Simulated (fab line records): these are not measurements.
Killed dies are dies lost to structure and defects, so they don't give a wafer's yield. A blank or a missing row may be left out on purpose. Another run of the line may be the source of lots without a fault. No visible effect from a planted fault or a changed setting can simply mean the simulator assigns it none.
2 desks, one fault	flow gf180mcu	numbers are kept per desk, each desk with only its own; the story behind them comes last

## THE METROLOGY DESK
Means of the sampled wafers that have a number, per lot and without regard to the tool the lot ran on: this is what the gauges read. Any lot whose mean is over 4 standard deviations away from the usual mean is out of limits and marked OUT; that distance is given in the brackets.
Columns: A = STI_OXIDATION_01_THK at GF_STI_THK_MEAS_22, usual 14.97 nm; B = POLY_GATE_OXIDATION_THK at GF_POLY_GATE_THK_MEAS_17, usual 3.98 nm
lot	first seen here	A	B
L846	day 2 02:17	14.56	4.05
L847	day 2 11:40	15.07	3.92
L848	day 2 21:19	14.91	3.89
L851	day 3 12:28	15.05	3.95
L852	day 3 19:13	15.09	3.96
L856	day 4 09:26	15.43	3.99
L861	day 5 09:42	15.19	3.99
L862	day 5 13:25	15.29	3.97
L863	day 5 18:17	14.85	4.05
L864	day 6 00:42	14.57	4.07
L866	day 6 10:18	15.07	4.00
L868	day 6 20:13	15.09	3.89
L869	day 7 02:14	15.20	3.95
This desk found nothing out of limits on any of the 13 lots.

## FOR THE TOOL OWNER'S DESK: rie_diel-02
The tool's own readings at GF_STI_ETCH_13 (etches the open film in CHF3/O2, stops on Si, target depth 282.31 nm, time 112.9 s): means of the sampled wafers that have a number, for each lot that ran on this tool. Any lot whose mean is over 4 standard deviations away from the usual mean is out of limits and marked OUT; that distance is given in the brackets.
Columns: A = drypump_motor_current_A at GF_STI_ETCH_13, usual 5.5 A; B = oes_product_au at GF_STI_ETCH_13, usual 0.833 a.u.; C = throttle_valve_pct at GF_STI_ETCH_13, usual 8.809 %
lot	first seen here	A	B	C
L846	day 2 00:28	5.5	0.827	8.808
L847	day 2 07:45	5.5	0.836	8.800
L851	day 3 06:27	5.9	0.776 (-9.7) OUT	8.798
L852	day 3 13:42	5.5	0.808 (-4.2) OUT	8.814
L856	day 4 05:52	5.3	0.799 (-5.8) OUT	8.806
This desk finds L851, L852, L856 out of limits, L851 being first, at day 3 06:27 (oes_product_au at GF_STI_ETCH_13). L846, L847 stayed within limits.

## TAKEN TOGETHER
At day 3 06:27, on L851, L852, L856, the tool owner's desk was in a position to raise an alarm.
At the metrology desk, nothing out of limits was observed.
The metrology desk has L851, L852, L856 on record, within its limits.
Of the lots named, all ran GF_STI_ETCH_13 on rie_diel-02.

## WHAT HAD BEEN PUT IN BY THE SIMULATOR
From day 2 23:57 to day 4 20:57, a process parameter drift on rie_diel-02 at GF_STI_ETCH_13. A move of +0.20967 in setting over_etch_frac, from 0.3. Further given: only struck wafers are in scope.
Lots struck among those shown: L851, L852, L856.
Delay in hours, fault start to first out-of-limits reading, by desk: the tool owner's desk at 6.
